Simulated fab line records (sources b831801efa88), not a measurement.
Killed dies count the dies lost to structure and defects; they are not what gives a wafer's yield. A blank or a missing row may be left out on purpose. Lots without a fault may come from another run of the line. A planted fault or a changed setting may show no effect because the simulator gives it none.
2 desks looking at one fault :: flow gf180mcu :: only its own numbers are on each desk; what lay behind them is given at the end

THE METROLOGY DESK
What the gauges read, lot by lot, whatever tool the lot ran on: means of the sampled wafers that have a number. The brackets show how far a lot's mean lies from the usual mean; more than 4 standard deviations puts the lot out of limits, marked OUT.
Columns: A = cd_nm at GF_V1_CD_MEAS_14, usual 259.9 nm; B = V1_OVL at GF_V1_OVL_MEAS_15, usual -1 nm
lot: L466
first seen here: day 18 22:49
A: 259.9
B: -3

lot: L467
first seen here: day 19 07:12
A: 258.4
B: -7

lot: L468
first seen here: day 19 15:24
A: 259.8
B: -1

lot: L469
first seen here: day 20 08:57
A: 261.3
B: -2

lot: L470
first seen here: day 20 11:49
A: 262.0
B: -6

lot: L475
first seen here: day 22 05:14
A: 260.4
B: -1

lot: L478
first seen here: day 23 09:25
A: 257.7
B: 1

lot: L479
first seen here: day 23 17:18
A: 259.6
B: 10

lot: L480
first seen here: day 23 21:27
A: 259.4
B: 4

lot: L481
first seen here: day 24 07:42
A: 259.4
B: 6

lot: L482
first seen here: day 24 22:55
A: 261.9
B: 0

lot: L483
first seen here: day 25 05:28
A: 259.2
B: -3

lot: L485
first seen here: day 25 14:51
A: 261.6
B: 2

lot: L487
first seen here: day 26 06:04
A: 260.1
B: -8
This desk's finding: nothing out of limits on any of the 14 lots.

AT THE TOOL OWNER'S DESK: rtp_anneal-02
At GF_SALICIDE_RTA_08 (time 30 s), the tool's own readings, given per lot that ran on this tool as the mean of the sampled wafers with a number. The brackets show how far a lot's mean lies from the usual mean; more than 4 standard deviations puts the lot out of limits, marked OUT.
Columns: A = chamber_o2_ppm at GF_SALICIDE_RTA_08, usual 1.997; B = lamp_power_pct at GF_SALICIDE_RTA_08, usual 15.7 %; C = wafer_temp_C_max at GF_SALICIDE_RTA_08, usual 803.7
lot: L466
first seen here: day 15 22:17
A: 1.989
B: 16.3
C: 803.7

lot: L467
first seen here: day 16 04:53
A: 2.007
B: 16.3
C: 803.9

lot: L469
first seen here: day 16 20:25
A: 1502.000 (+99 or more) OUT
B: 16.3
C: 803.8

lot: L470
first seen here: day 17 09:02
A: 1502.000 (+99 or more) OUT
B: 16.3
C: 803.6

lot: L479
first seen here: day 20 16:45
A: 1.973
B: 16.3
C: 804.3

lot: L480
first seen here: day 20 19:51
A: 1.989
B: 16.3
C: 802.9

lot: L481
first seen here: day 21 06:53
A: 1.989
B: 16.3
C: 803.3

lot: L483
first seen here: day 22 06:28
A: 2.033
B: 16.3
C: 804.3

lot: L485
first seen here: day 22 16:40
A: 1.992
B: 16.3
C: 803.9

lot: L487
first seen here: day 23 10:46
A: 1.969
B: 16.3
C: 803.8
This desk's verdict: out of limits on L469, L470, starting with L469 at day 16 20:25 (chamber_o2_ppm at GF_SALICIDE_RTA_08). L466, L467, L479, L480, L481, L483, L485, L487: within limits.

PUT TOGETHER
The tool owner's desk could have raised an alarm at day 16 20:25, on L469, L470.
At the metrology desk, nothing out of limits was observed.
The metrology desk has L469, L470 on record, within its limits.
Every lot named ran GF_SALICIDE_RTA_08 on rtp_anneal-02.

WHAT WAS PUT IN BY THE SIMULATOR
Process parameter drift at GF_SALICIDE_RTA_08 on rtp_anneal-02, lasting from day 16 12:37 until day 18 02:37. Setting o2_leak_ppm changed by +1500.
Struck lots among those shown: L469, L470.
Time in hours from fault onset to the first out-of-limits reading at each desk: the tool owner's desk, 8.
